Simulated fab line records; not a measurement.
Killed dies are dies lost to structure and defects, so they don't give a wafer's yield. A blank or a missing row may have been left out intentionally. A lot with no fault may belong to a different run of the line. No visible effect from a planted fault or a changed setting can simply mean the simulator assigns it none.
A struck lot beside a sound one | flow sky130 | 17 steps out of a route of 708
Sound: wafers L489.1, L489.2, L489.5. Struck: wafers L496.2, L496.3, L496.5. The cause comes at the end.
Each step with rows lists, per side, the tool, then ch with its chambers, then its first start. Under that, the readings that differ: sound wafers | struck wafers | difference of the means | sigmas: that difference in standard deviations of wafers without a fault.
alike: a reading whose means differ by less than 2 such deviations, as well as words and numbers matching on both sides. not compared: withheld readings; readings where some wafer has no value; bounds like >300 that might hide an equal value; numbers whose values overlap and for which the record gives no deviation.
Wherever a step has rows on one side only, a row that says differs or no value, or a row with sigmas, the two part there. Non-overlapping numbers with no deviation appear without sigmas and do not part them. A reading that every wafer of one side lacks parts them only if that side has two wafers or more.

SKY_VT_ADJUST_LVTN_OVL_MEAS_07:
  sound on overlay-02, day 7 13:46; struck on overlay-02, day 9 19:07
  alike: VT_ADJUST_LVTN_OVL
next, for these wafers, 1 step has no rows: SKY_VT_ADJUST_LVTN_IMPLANT_08.
SKY_VT_ADJUST_LVTN_STRIP_09: strips in O2/N2.
  sound on plasmaAsher-02 ch 0,1, day 7 13:57; struck on plasmaAsher-02 ch 0,1, day 9 19:18
  alike: chamberPressureMTorr, drypumpMotorCurrentA, oesProductAu, stripTimeToEndpointS
  not compared: rfHoursCounterH
SKY_VT_ADJUST_LVTN_TW_MEAS_10:
  sound on filmMetro-03, day 7 14:03; struck on filmMetro-01, day 9 19:25
  alike: VT_ADJUST_LVTN_TW
then, 7 steps without rows for these wafers: SKY_VT_ADJUST_LVTN_DEHYDRATE_11 (time 60 s); SKY_VT_ADJUST_LVTN_HMDS_12 (prime time 60 s); SKY_VT_ADJUST_LVTN_COAT_13 (resist thk 1140 nm); SKY_VT_ADJUST_LVTN_SOFTBAKE_14 (time 60 s); SKY_VT_ADJUST_LVTN_EXPOSE_15 (exposes mask HVN STD DERIVED, target cd 600 nm); SKY_VT_ADJUST_LVTN_PEB_16; SKY_VT_ADJUST_LVTN_DEVELOP_17 (develop time 60 s).
SKY_VT_ADJUST_LVTN_OVL_MEAS_18:
  sound on overlay-01, day 8 10:07; struck on overlay-01, day 10 18:02
  alike: VT_ADJUST_LVTN_01_OVL
SKY_VT_ADJUST_LVTN_IMPLANT_19:
  sound on implanter-04 ch 0, day 8 10:09; struck on implanter-04 ch 0, day 10 18:05
reading          | sound                         | struck                        | difference | sigmas
doseIonsCm2      | 6.497e+11 6.496e+11 6.495e+11 | 4.595e+11 4.576e+11 4.585e+11 | -1.911e+11 | -99 or more
faradayCurrentUA | 3.73 3.60 3.61                | 2.39 2.64 2.64                | -1.09      | -14
SKY_VT_ADJUST_LVTN_STRIP_20: strips in O2/N2.
  sound on plasmaAsher-01 ch 0,1, day 8 10:18; struck on plasmaAsher-01 ch 0,1, day 10 18:13
  alike: chamberPressureMTorr, drypumpMotorCurrentA, oesProductAu, stripTimeToEndpointS
  not compared: rfHoursCounterH
SKY_VT_ADJUST_LVTN_TW_MEAS_21:
  sound on filmMetro-02, day 8 10:24; struck on filmMetro-03, day 10 18:20
reading             | sound             | struck            | difference | sigmas
VT_ADJUST_LVTN_2_TW | 188.5 188.4 189.1 | 170.6 171.4 171.5 | -17.5      | -22
then, 1 step without rows for these wafers: SKY_VT_ADJUST_NCORE_DEHYDRATE_00 (time 60 s).
-- a jump in the record: the struck wafers' starts before and after are 37 days apart (it breaks off in module VT_ADJUST_NCORE and resumes in module PAD_OPEN, where the first step shown is number 708 of the route) --
SKY_PAD_OPEN_PROBE_99:
  sound on prober-02, day 46 03:51; struck on prober-01, day 48 04:28
reading                                 | sound                | struck               | difference | sigmas
model.etest.resPwellUnderGate.rsOhmSq   | 2282 2279 2297       | 2322 2304 2306       | +25        | 
model.etest.nfetG5v0d10v5.bodyRiseV (V) | 0.6848 0.6818 0.678  | 0.6516 0.6481 0.6366 | -0.0361    | 
model.etest.nfet_16v.bodyRiseV (V)      | 0.6769 0.6727 0.6698 | 0.6426 0.6396 0.6293 | -0.0360    | 
model.etest.nfetG5v0d10v5.vtSatV (V)    | 0.7736 0.7714 0.764  | 0.7478 0.7365 0.7256 | -0.0330    | 
model.etest.nfetG5v0d10v5.vtV (V)       | 0.8314 0.8268 0.8199 | 0.8137 0.8021 0.7939 | -0.0228    | 
model.etest.nfet_16v.vtV (V)            | 0.7742 0.7783 0.7683 | 0.7578 0.7578 0.7472 | -0.0193    | 
model.etest.nfetG5v0d10v5.vtLongV (V)   | 0.8194 0.8232 0.8125 | 0.8041 0.8023 0.7924 | -0.0188    | 
  alike: killed_at_M0_to_M3, killed_at_M4_up, killedAtContacts, killedAtFrontEnd, killedAtOther, killedDies, killedOpen, killedShort

## WHERE THEY PART
First at SKY_VT_ADJUST_LVTN_IMPLANT_19; last, within this record, at SKY_VT_ADJUST_LVTN_TW_MEAS_21. Later steps at which nothing parts them and some readings are alike: SKY_PAD_OPEN_PROBE_99.

WHY: the cause the simulator had injected
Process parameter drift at SKY_VT_ADJUST_LVTN_IMPLANT_19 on implanter-04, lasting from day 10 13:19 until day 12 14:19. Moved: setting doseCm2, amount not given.
